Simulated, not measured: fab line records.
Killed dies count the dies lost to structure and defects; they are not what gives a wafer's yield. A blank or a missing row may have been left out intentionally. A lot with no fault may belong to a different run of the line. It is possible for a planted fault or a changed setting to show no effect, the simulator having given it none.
Matching of chambers -- flow gf180mcu -- GF_CONTACT_CMP_04 on cmp-02: 4 sister chambers
The step polishes SiO2. 16 wafers are shown with their chamber, then 8 later ones without.

## WAFERS, EACH WITH ITS CHAMBER
wafer,chamber,motorCurrentA (A),timeToEndpointS (s)
L077.2,0,12.5,109
L077.4,2,12.4,112
L077.5,3,12.1,105
L081.1,1,10.0,115
L081.2,2,12.1,118
L081.4,0,12.9,118
L088.1,3,12.0,102
L088.3,2,11.8,113
L088.6,3,12.2,105
L089.1,2,11.7,122
L089.2,1,10.0,119
L089.3,3,12.3,115
L091.1,0,12.9,119
L091.2,1,10.6,105
L091.3,3,12.2,106
L091.4,2,12.2,110

SIGNATURES, as means of the wafers listed above
reading,chamber 0,chamber 1,chamber 2,chamber 3,scatter within a chamber
motorCurrentA,12.767,10.200,12.040,12.160,0.247
timeToEndpointS,115.33,113.00,115.00,106.60,5.46
Rule: for a wafer and a chamber, the distance is found by dividing, reading by reading, the gap between the wafer's reading and the chamber's mean by the reading's scatter, squaring, summing and taking the root. The wafer belongs to the nearest chamber; if the next one is less than 2 further off, it can't be placed. The scatter: the root of (the sum of the squares of (reading less its chamber's mean) over the shown wafers, divided by (wafers less chambers)).

## WAFERS MISSING THEIR CHAMBER
wafer,motorCurrentA (A),timeToEndpointS (s)
L091.5,12.0,116
L091.6,10.2,117
L092.1,12.7,113
L092.3,9.8,114
L092.4,12.1,121
L095.1,11.8,107
L095.4,12.0,123
L095.6,9.7,119

## THE CHAMBER EACH PASSED THROUGH
wafer,from the rows above,in truth
L091.5,can't be placed: 2 or 3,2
L091.6,1,1
L092.1,can't be placed: 0 or 3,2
L092.3,1,1
L092.4,can't be placed: 2 or 3 or 0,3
L095.1,can't be placed: 3 or 2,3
L095.4,can't be placed: 2 or 3 or 0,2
L095.6,1,1
3 of 8 placed correctly. Unplaceable from these rows: 5, with the true chamber sitting among the candidates in 4. Placed wrongly: 0.
